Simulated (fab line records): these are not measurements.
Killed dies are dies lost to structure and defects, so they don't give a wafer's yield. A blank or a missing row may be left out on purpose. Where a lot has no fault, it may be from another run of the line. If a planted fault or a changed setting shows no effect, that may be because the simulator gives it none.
fab line records	flow gf180mcu
[record] lots = 24	wafers = 72	lastDay = 34
route steps=602 shown V1@357 V2@385 V3@430 M4@456
lots with no fault: from the same line, run without faults
startH: the number of hours between the record's first day and the start of the first shown wafer of the lot	waitH: hours since the lot's step before	" the same as in the row above	L1.1+2: a row that stands for several wafers	- value missing, or start not given	* or withheld: withheld	< > ~ a bound
route shown NAME@n: NAME is a module with steps in the file, n the number in the route of the first one	usual: the fault-free wafers' mean and standard deviation	same: alike in all rows	chamber/n: place in a boat	sites: per-site readings	_std_site: the values' standard deviation	_edge_site: inner sites' mean taken away from outer sites' mean	radiusMm: for every site, how far away it sits from the centre of the wafer	mask NAME#n: copy n	behind: the last tool/chamber to shape the wafer	hold: why the lot was held/for how many hours/how that ended	device: the transistor (n, p or np) that didn't switch	end of line: the same wafers' tests at the end of the route	a step with no rows: only its recipe	killed: the dies lost at the first sort to structure and to defects; this is not the yield of the wafer	map: shows each die of a wafer: x if killed, . if not, _ if none is there
set.NAME: setting as actually run; set.NAME@STEP: the setting as run at that earlier step	model.NAME: the simulator's own value behind a step, which no gauge read
route steps across a sampled set of lots; one table per step, one row per wafer
services: the hour from which a tool's chamber was out of use, counted from the record's first day as startH (under 0 if before that day), plus the number of hours and why
[[steps]]
[step GF_V1_SPUTTER_22]
[recipe] material = TiN	targetThkNm = 10	chamberPressurePa = 5	powerW = 4000	timeS = 40
[usual] chamberPressurePa = 5.000/0.011	throttleValvePct = 30.2/0.83
lot.wafer	tool	chamber	startH	waitH	chamberPressurePa	throttleValvePct
L074.1	pvdSputter-04	-	419.48	0.0	5.003	29.8
L074.2	"	-	"	"	5.012	30.7
L074.4	"	-	"	"	4.994	30.0
L075.1	pvdSputter-04	-	424.37	0.0	4.974	30.6
L075.4	"	-	"	"	5.000	29.6
L075.5	"	-	"	"	5.001	29.8
L076.2	pvdSputter-04	-	431.73	0.0	5.002	30.7
L076.4	"	-	"	"	5.008	30.9
L076.6	"	-	"	"	4.994	29.6
L077.2	pvdSputter-04	-	441.98	0.0	4.999	30.1
L077.3	"	-	"	"	5.006	30.5
L077.6	"	-	"	"	5.013	30.8
L078.1	pvdSputter-04	-	448.78	0.0	5.004	30.7
L078.3	"	-	"	"	4.997	30.7
L078.4	"	-	"	"	4.989	30.0
L079.3	pvdSputter-04	-	461.28	0.0	5.009	30.7
L079.4	"	-	"	"	5.006	30.0
L079.6	"	-	"	"	5.003	31.2
L080.3	pvdSputter-04	-	469.00	0.0	5.013	30.8
L080.4	"	-	"	"	5.016	29.7
L080.6	"	-	"	"	4.997	29.9
L081.1	pvdSputter-03	-	484.46	0.0	5.004	30.5
L081.4	"	-	"	"	4.983	30.1
L081.5	"	-	"	"	5.008	28.9
L082.3	pvdSputter-04	-	485.84	0.0	4.996	29.6
L082.5	"	-	"	"	5.016	29.6
L082.6	"	-	"	"	4.994	30.9
L083.2	pvdSputter-04	-	489.47	0.0	4.997	30.6
L083.4	"	-	"	"	5.025	29.6
L083.5	"	-	"	"	5.017	30.7
L084.1	pvdSputter-02	-	506.47	0.0	5.016	33.0
L084.4	"	-	"	"	5.002	28.5
L084.6	"	-	"	"	5.007	32.7
L085.1	pvdSputter-04	-	516.22	0.0	5.004	30.7
L085.5	"	-	"	"	5.005	30.9
L085.6	"	-	"	"	4.995	30.9
L086.1	pvdSputter-02	-	524.46	0.0	5.023	31.1
L086.3	"	-	"	"	4.989	32.4
L086.5	"	-	"	"	4.994	28.6
L087.2	pvdSputter-04	-	532.12	0.0	5.018	30.5
L087.5	"	-	"	"	5.008	30.1
L087.6	"	-	"	"	5.014	30.7
L088.3	pvdSputter-04	-	541.37	0.0	4.991	30.5
L088.4	"	-	"	"	4.990	31.1
L088.6	"	-	"	"	4.999	29.4
L089.1	pvdSputter-03	-	546.23	0.0	4.997	30.0
L089.5	"	-	"	"	5.011	29.5
L089.6	"	-	"	"	4.993	28.9
L090.2	pvdSputter-03	-	555.20	0.0	5.000	30.2
L090.5	"	-	"	"	4.994	29.4
L090.6	"	-	"	"	4.995	30.2
L091.1	pvdSputter-03	-	569.80	0.0	5.020	29.2
L091.3	"	-	"	"	5.001	30.1
L091.4	"	-	"	"	4.991	30.4
L092.2	pvdSputter-04	-	573.37	0.0	4.975	30.8
L092.3	"	-	"	"	5.003	29.7
L092.6	"	-	"	"	4.988	30.6
L093.2	pvdSputter-03	-	581.65	0.0	5.021	30.7
L093.3	"	-	"	"	4.996	30.3
L093.4	"	-	"	"	5.008	28.8
L094.1	pvdSputter-03	-	589.62	0.0	5.007	28.8
L094.2	"	-	"	"	4.995	29.4
L094.5	"	-	"	"	4.990	29.0
L095.4	pvdSputter-04	-	598.88	0.0	5.006	30.6
L095.5	"	-	"	"	5.012	29.8
L095.6	"	-	"	"	5.002	30.9
L096.2	pvdSputter-02	-	600.33	0.0	4.992	32.4
L096.5	"	-	"	"	4.986	29.9
L096.6	"	-	"	"	5.003	31.0
L097.1	pvdSputter-04	-	610.02	0.0	5.016	29.5
L097.2	"	-	"	"	4.990	30.8
L097.3	"	-	"	"	4.992	31.0
[step GF_V2_THK_MEAS_03]
[recipe] reads = SiO2_of_V2_CVD_02
[usual] V2_CVD_02_THK = 851/11
lot.wafer	tool	chamber	startH	waitH	V2_CVD_02_THK[nm]
L074.1	filmMetro-02	-	445.30	0.0	853
L074.2	"	-	"	"	840
L074.4	"	-	"	"	850
L075.1	filmMetro-04	-	451.36	0.1	830
L075.4	"	-	"	"	848
L075.5	"	-	"	"	838
L076.2	filmMetro-02	-	457.77	0.0	839
L076.4	"	-	"	"	849
L076.6	"	-	"	"	848
L077.2	filmMetro-02	-	468.88	0.0	834
L077.3	"	-	"	"	826
L077.6	"	-	"	"	855
L078.1	filmMetro-02	-	474.75	0.0	851
L078.3	"	-	"	"	841
L078.4	"	-	"	"	858
L079.3	filmMetro-02	-	487.39	0.1	855
L079.4	"	-	"	"	854
L079.6	"	-	"	"	863
L080.3	filmMetro-01	-	495.01	0.1	841
L080.4	"	-	"	"	849
L080.6	"	-	"	"	863
L081.1	filmMetro-01	-	510.47	0.0	845
L081.4	"	-	"	"	845
L081.5	"	-	"	"	850
L082.3	filmMetro-04	-	511.54	0.1	850
L082.5	"	-	"	"	855
L082.6	"	-	"	"	860
L083.2	filmMetro-02	-	514.92	0.0	843
L083.4	"	-	"	"	852
L083.5	"	-	"	"	852
L084.1	filmMetro-04	-	531.56	0.0	864
L084.4	"	-	"	"	882
L084.6	"	-	"	"	866
L085.1	filmMetro-02	-	541.41	0.0	851
L085.5	"	-	"	"	863
L085.6	"	-	"	"	869
L086.1	filmMetro-02	-	549.49	0.0	846
L086.3	"	-	"	"	845
L086.5	"	-	"	"	865
L087.2	filmMetro-04	-	556.93	0.1	851
L087.5	"	-	"	"	856
L087.6	"	-	"	"	858
L088.3	filmMetro-02	-	565.61	0.1	853
L088.4	"	-	"	"	853
L088.6	"	-	"	"	863
L089.1	filmMetro-01	-	570.11	0.0	841
L089.5	"	-	"	"	848
L089.6	"	-	"	"	851
L090.2	filmMetro-01	-	579.09	0.0	842
L090.5	"	-	"	"	854
L090.6	"	-	"	"	848
L091.1	filmMetro-04	-	593.14	0.0	850
L091.3	"	-	"	"	850
L091.4	"	-	"	"	862
L092.2	filmMetro-02	-	595.96	0.0	827
L092.3	"	-	"	"	835
L092.6	"	-	"	"	856
L093.2	filmMetro-01	-	605.32	0.0	852
L093.3	"	-	"	"	836
L093.4	"	-	"	"	861
L094.1	filmMetro-02	-	612.07	0.0	848
L094.2	"	-	"	"	853
L094.5	"	-	"	"	862
L095.4	filmMetro-01	-	621.15	0.0	879
L095.5	"	-	"	"	870
L095.6	"	-	"	"	859
L096.2	filmMetro-01	-	623.34	0.0	843
L096.5	"	-	"	"	855
L096.6	"	-	"	"	847
L097.1	filmMetro-04	-	631.96	0.0	848
L097.2	"	-	"	"	835
L097.3	"	-	"	"	850
[step GF_V2_RS_MEAS_24]
[recipe] thkMeasGauge = four-point-probe	reads = W_of_V2_CVD_23+TiN_of_V2_SPUTTER_22+Ti_of_V2_SPUTTER_21
[usual] V2_W_RS = 0.330/0.0032
lot.wafer	tool	chamber	startH	waitH	V2_W_RS[ohm/sq]
L074.1	filmMetro-01	-	471.49	0.1	0.328
L074.2	"	-	"	"	0.328
L074.4	"	-	"	"	0.330
L075.1	filmMetro-02	-	476.72	0.1	0.332
L075.4	"	-	"	"	0.332
L075.5	"	-	"	"	0.343
L076.2	filmMetro-02	-	483.91	0.1	0.328
L076.4	"	-	"	"	0.330
L076.6	"	-	"	"	0.336
L077.2	filmMetro-02	-	493.97	0.1	0.327
L077.3	"	-	"	"	0.331
L077.6	"	-	"	"	0.332
L078.1	filmMetro-01	-	500.73	0.1	0.333
L078.3	"	-	"	"	0.331
L078.4	"	-	"	"	0.327
L079.3	filmMetro-04	-	512.68	0.1	0.334
L079.4	"	-	"	"	0.331
L079.6	"	-	"	"	0.326
L080.3	filmMetro-01	-	520.12	0.1	0.328
L080.4	"	-	"	"	0.326
L080.6	"	-	"	"	0.328
L081.1	filmMetro-01	-	534.93	0.1	0.326
L081.4	"	-	"	"	0.331
L081.5	"	-	"	"	0.332
L082.3	filmMetro-04	-	536.27	0.1	0.323
L082.5	"	-	"	"	0.330
L082.6	"	-	"	"	0.329
L083.2	filmMetro-04	-	539.41	0.1	0.333
L083.4	"	-	"	"	0.331
L083.5	"	-	"	"	0.330
L084.1	filmMetro-01	-	555.74	0.1	0.327
L084.4	"	-	"	"	0.332
L084.6	"	-	"	"	0.325
L085.1	filmMetro-04	-	565.52	0.1	0.331
L085.5	"	-	"	"	0.331
L085.6	"	-	"	"	0.327
L086.1	filmMetro-02	-	572.58	0.1	0.326
L086.3	"	-	"	"	0.330
L086.5	"	-	"	"	0.329
L087.2	filmMetro-02	-	580.89	0.1	0.327
L087.5	"	-	"	"	0.329
L087.6	"	-	"	"	0.326
L088.3	filmMetro-02	-	588.36	0.1	0.328
L088.4	"	-	"	"	0.333
L088.6	"	-	"	"	0.332
L089.1	filmMetro-04	-	593.38	0.2	0.330
L089.5	"	-	"	"	0.328
L089.6	"	-	"	"	0.333
L090.2	filmMetro-01	-	601.94	0.1	0.326
L090.5	"	-	"	"	0.332
L090.6	"	-	"	"	0.331
L091.1	filmMetro-02	-	615.88	0.1	0.334
L091.3	"	-	"	"	0.331
L091.4	"	-	"	"	0.332
L092.2	filmMetro-04	-	618.75	0.1	0.331
L092.3	"	-	"	"	0.330
L092.6	"	-	"	"	0.330
L093.2	filmMetro-02	-	627.37	0.1	0.329
L093.3	"	-	"	"	0.327
L093.4	"	-	"	"	0.331
L094.1	filmMetro-04	-	634.24	0.1	0.329
L094.2	"	-	"	"	0.332
L094.5	"	-	"	"	0.330
L095.4	filmMetro-02	-	642.48	0.1	0.331
L095.5	"	-	"	"	0.328
L095.6	"	-	"	"	0.323
L096.2	filmMetro-01	-	644.64	0.1	0.326
L096.5	"	-	"	"	0.326
L096.6	"	-	"	"	0.329
L097.1	filmMetro-01	-	654.13	0.1	0.331
L097.2	"	-	"	"	0.330
L097.3	"	-	"	"	0.329
[step GF_V2_THK_MEAS_25]
[recipe] thkMeasGauge = xrf	reads = W_of_V2_CVD_23
[usual] V2_W_THK = 343/3.8
lot.wafer	tool	chamber	startH	waitH	V2_W_THK[nm]
L074.1	filmMetro-01	-	471.61	0.1	343
L074.2	"	-	"	"	342
L074.4	"	-	"	"	341
L075.1	filmMetro-02	-	476.84	0.1	338
L075.4	"	-	"	"	340
L075.5	"	-	"	"	326
L076.2	filmMetro-02	-	484.02	0.1	346
L076.4	"	-	"	"	345
L076.6	"	-	"	"	339
L077.2	filmMetro-02	-	494.08	0.1	345
L077.3	"	-	"	"	342
L077.6	"	-	"	"	343
L078.1	filmMetro-01	-	500.85	0.1	340
L078.3	"	-	"	"	343
L078.4	"	-	"	"	346
L079.3	filmMetro-04	-	512.78	0.1	342
L079.4	"	-	"	"	344
L079.6	"	-	"	"	348
L080.3	filmMetro-01	-	520.22	0.1	344
L080.4	"	-	"	"	343
L080.6	"	-	"	"	346
L081.1	filmMetro-01	-	535.05	0.1	348
L081.4	"	-	"	"	345
L081.5	"	-	"	"	341
L082.3	filmMetro-04	-	536.37	0.1	346
L082.5	"	-	"	"	343
L082.6	"	-	"	"	344
L083.2	filmMetro-04	-	539.52	0.1	338
L083.4	"	-	"	"	343
L083.5	"	-	"	"	341
L084.1	filmMetro-01	-	555.86	0.1	341
L084.4	"	-	"	"	335
L084.6	"	-	"	"	342
L085.1	filmMetro-04	-	565.64	0.1	343
L085.5	"	-	"	"	341
L085.6	"	-	"	"	346
L086.1	filmMetro-02	-	572.70	0.1	347
L086.3	"	-	"	"	344
L086.5	"	-	"	"	345
L087.2	filmMetro-02	-	581.00	0.1	347
L087.5	"	-	"	"	344
L087.6	"	-	"	"	348
L088.3	filmMetro-02	-	588.46	0.1	346
L088.4	"	-	"	"	342
L088.6	"	-	"	"	342
L089.1	filmMetro-04	-	593.50	0.1	342
L089.5	"	-	"	"	343
L089.6	"	-	"	"	341
L090.2	filmMetro-01	-	602.05	0.1	345
L090.5	"	-	"	"	340
L090.6	"	-	"	"	341
L091.1	filmMetro-02	-	616.00	0.1	341
L091.3	"	-	"	"	342
L091.4	"	-	"	"	342
L092.2	filmMetro-04	-	618.86	0.1	346
L092.3	"	-	"	"	346
L092.6	"	-	"	"	344
L093.2	filmMetro-02	-	627.48	0.1	345
L093.3	"	-	"	"	346
L093.4	"	-	"	"	344
L094.1	filmMetro-04	-	634.36	0.1	341
L094.2	"	-	"	"	339
L094.5	"	-	"	"	341
L095.4	filmMetro-02	-	642.57	0.1	343
L095.5	"	-	"	"	346
L095.6	"	-	"	"	352
L096.2	filmMetro-01	-	644.75	0.1	345
L096.5	"	-	"	"	345
L096.6	"	-	"	"	342
L097.1	filmMetro-01	-	654.25	0.1	341
L097.2	"	-	"	"	340
L097.3	"	-	"	"	344
[step GF_V3_THK_MEAS_01]
[recipe] reads = SiO2_of_V3_CVD_00
[usual] V3_CVD_00_THK = 599/7.8
lot.wafer	tool	chamber	startH	waitH	V3_CVD_00_THK[nm]
L074.1	filmMetro-01	-	497.16	0.0	586
L074.2	"	-	"	"	594
L074.4	"	-	"	"	597
L075.1	filmMetro-01	-	501.96	0.0	584
L075.4	"	-	"	"	594
L075.5	"	-	"	"	590
L076.2	filmMetro-03	-	509.63	0.0	588
L076.4	"	-	"	"	599
L076.6	"	-	"	"	598
L077.2	filmMetro-04	-	519.08	0.0	593
L077.3	"	-	"	"	589
L077.6	"	-	"	"	602
L078.1	filmMetro-03	-	525.74	0.0	600
L078.3	"	-	"	"	604
L078.4	"	-	"	"	598
L079.3	filmMetro-01	-	537.02	0.1	602
L079.4	"	-	"	"	602
L079.6	"	-	"	"	598
L080.3	filmMetro-01	-	544.83	0.1	599
L080.4	"	-	"	"	592
L080.6	"	-	"	"	595
L081.1	filmMetro-03	-	558.95	0.0	605
L081.4	"	-	"	"	598
L081.5	"	-	"	"	614
L082.3	filmMetro-04	-	560.52	0.1	615
L082.5	"	-	"	"	611
L082.6	"	-	"	"	610
L083.2	filmMetro-04	-	562.92	0.0	604
L083.4	"	-	"	"	607
L083.5	"	-	"	"	608
L084.1	filmMetro-03	-	579.74	0.0	612
L084.4	"	-	"	"	616
L084.6	"	-	"	"	610
L085.1	filmMetro-04	-	588.70	0.0	591
L085.5	"	-	"	"	593
L085.6	"	-	"	"	599
L086.1	filmMetro-04	-	595.45	0.0	606
L086.3	"	-	"	"	612
L086.5	"	-	"	"	607
L087.2	filmMetro-04	-	603.95	0.0	603
L087.5	"	-	"	"	606
L087.6	"	-	"	"	607
L088.3	filmMetro-01	-	610.68	0.1	594
L088.4	"	-	"	"	598
L088.6	"	-	"	"	602
L089.1	filmMetro-04	-	616.08	0.0	602
L089.5	"	-	"	"	605
L089.6	"	-	"	"	596
L090.2	filmMetro-01	-	624.75	0.0	590
L090.5	"	-	"	"	606
L090.6	"	-	"	"	598
L091.1	filmMetro-03	-	637.37	0.0	603
L091.3	"	-	"	"	605
L091.4	"	-	"	"	603
L092.2	filmMetro-03	-	640.81	0.0	600
L092.3	"	-	"	"	594
L092.6	"	-	"	"	596
L093.2	filmMetro-03	-	649.04	0.0	589
L093.3	"	-	"	"	591
L093.4	"	-	"	"	592
L094.1	filmMetro-01	-	656.31	0.0	609
L094.2	"	-	"	"	597
L094.5	"	-	"	"	602
L095.4	filmMetro-03	-	663.86	0.0	585
L095.5	"	-	"	"	596
L095.6	"	-	"	"	594
L096.2	filmMetro-03	-	666.07	0.0	594
L096.5	"	-	"	"	588
L096.6	"	-	"	"	595
L097.1	filmMetro-04	-	674.43	0.0	601
L097.2	"	-	"	"	595
L097.3	"	-	"	"	601
[step GF_M4_SPUTTER_00]
[recipe] material = Ti	targetThkNm = 37.5	arrivingIonEnergyEv = 80	substrateTempC = 200	chamberPressurePa = 2	powerW = 4000	timeS = 150
[usual] chamberPressurePa = 2.000/0.0041	throttleValvePct = 30.3/1.1
lot.wafer	tool	chamber	startH	waitH	chamberPressurePa	throttleValvePct
L074.1	pvdSputter-01	-	522.75	0.1	1.996	28.6
L074.2	"	-	"	"	2.006	30.9
L074.4	"	-	"	"	2.005	30.7
L075.1	pvdSputter-02	-	527.60	0.2	1.997	31.2
L075.4	"	-	"	"	1.994	32.7
L075.5	"	-	"	"	1.997	31.1
L076.2	pvdSputter-02	-	534.98	0.2	2.005	31.1
L076.4	"	-	"	"	2.002	30.0
L076.6	"	-	"	"	2.000	30.9
L077.2	pvdSputter-01	-	543.85	0.2	2.008	31.2
L077.3	"	-	"	"	2.002	28.7
L077.6	"	-	"	"	2.003	28.7
L078.1	pvdSputter-01	-	550.78	0.2	2.001	31.0
L078.3	"	-	"	"	1.993	28.7
L078.4	"	-	"	"	1.999	30.7
L079.3	pvdSputter-02	-	561.48	0.1	2.005	32.6
L079.4	"	-	"	"	2.000	28.4
L079.6	"	-	"	"	2.003	30.0
L080.3	pvdSputter-01	-	569.21	0.1	1.997	28.4
L080.4	"	-	"	"	2.007	30.8
L080.6	"	-	"	"	2.005	30.9
L081.1	pvdSputter-02	-	582.34	0.1	2.003	28.7
L081.4	"	-	"	"	2.002	28.7
L081.5	"	-	"	"	1.998	30.1
L082.3	pvdSputter-02	-	584.51	0.1	2.004	31.2
L082.5	"	-	"	"	2.000	30.7
L082.6	"	-	"	"	2.001	28.4
L083.2	pvdSputter-01	-	586.41	0.2	1.995	30.6
L083.4	"	-	"	"	1.996	31.0
L083.5	"	-	"	"	2.001	30.7
L084.1	pvdSputter-02	-	602.51	0.2	2.002	30.2
L084.4	"	-	"	"	2.001	31.1
L084.6	"	-	"	"	1.998	31.1
L085.1	pvdSputter-04	-	611.11	0.1	1.991	30.7
L085.5	"	-	"	"	2.002	31.1
L085.6	"	-	"	"	2.002	30.9
L086.1	pvdSputter-04	-	618.40	0.2	1.999	30.0
L086.3	"	-	"	"	1.994	30.6
L086.5	"	-	"	"	1.998	30.7
L087.2	pvdSputter-02	-	626.06	0.2	1.999	32.8
L087.5	"	-	"	"	2.001	31.3
L087.6	"	-	"	"	2.000	28.3
L088.3	pvdSputter-01	-	633.70	0.1	2.010	30.8
L088.4	"	-	"	"	2.004	30.8
L088.6	"	-	"	"	2.002	30.2
L089.1	pvdSputter-04	-	638.84	0.1	2.002	31.0
L089.5	"	-	"	"	2.002	30.8
L089.6	"	-	"	"	1.999	29.9
L090.2	pvdSputter-04	-	647.35	0.1	2.000	29.6
L090.5	"	-	"	"	1.994	29.8
L090.6	"	-	"	"	2.005	29.6
L091.1	pvdSputter-02	-	659.44	0.1	2.001	30.0
L091.3	"	-	"	"	1.998	28.2
L091.4	"	-	"	"	1.996	32.9
L092.2	pvdSputter-02	-	663.11	0.1	1.999	31.1
L092.3	"	-	"	"	2.004	32.8
L092.6	"	-	"	"	1.990	29.9
L093.2	pvdSputter-01	-	670.99	0.2	2.004	29.9
L093.3	"	-	"	"	2.001	30.6
L093.4	"	-	"	"	2.002	31.0
L094.1	pvdSputter-02	-	677.87	0.2	1.998	29.8
L094.2	"	-	"	"	2.001	31.1
L094.5	"	-	"	"	1.996	30.3
L095.4	pvdSputter-04	-	684.43	0.1	2.003	30.9
L095.5	"	-	"	"	1.997	30.5
L095.6	"	-	"	"	1.997	29.5
L096.2	pvdSputter-04	-	687.37	0.2	1.997	29.8
L096.5	"	-	"	"	2.002	29.6
L096.6	"	-	"	"	2.004	29.5
L097.1	pvdSputter-01	-	695.47	0.1	1.997	31.0
L097.2	"	-	"	"	1.995	30.7
L097.3	"	-	"	"	2.000	30.0
[[services]]
tool	chamber	startH	hours	kind
pvdSputter-01	-	395.83	8.4	repair
pvdSputter-02	2	418.22	-	consumableReplace:kit
pvdSputter-02	2	418.22	18.0	scheduledDown
pvdSputter-02	2	418.22	18.0	ventCycle
pvdSputter-03	-	473.95	0.7	repair
pvdSputter-04	-	497.86	5.6	repair
pvdSputter-04	-	521.92	4.1	repair
pvdSputter-03	-	527.55	2.9	repair
pvdSputter-02	-	538.49	8.1	repair
pvdSputter-01	3	548.92	-	consumableReplace:kit
pvdSputter-01	3	548.92	18.0	scheduledDown
pvdSputter-01	3	548.92	18.0	ventCycle
pvdSputter-01	-	554.01	1.5	repair
pvdSputter-02	1	565.73	-	consumableReplace:kit
pvdSputter-02	1	565.73	18.0	scheduledDown
pvdSputter-02	1	565.73	18.0	ventCycle
pvdSputter-02	-	591.09	1.5	repair
pvdSputter-02	-	626.30	7.5	repair
pvdSputter-02	-	643.61	5.7	repair
pvdSputter-04	-	644.94	2.1	repair
pvdSputter-01	2	673.05	-	consumableReplace:kit
pvdSputter-01	2	673.05	18.0	scheduledDown
pvdSputter-01	2	673.05	18.0	ventCycle
pvdSputter-04	-	691.92	3.6	repair
[[key]]
fault none
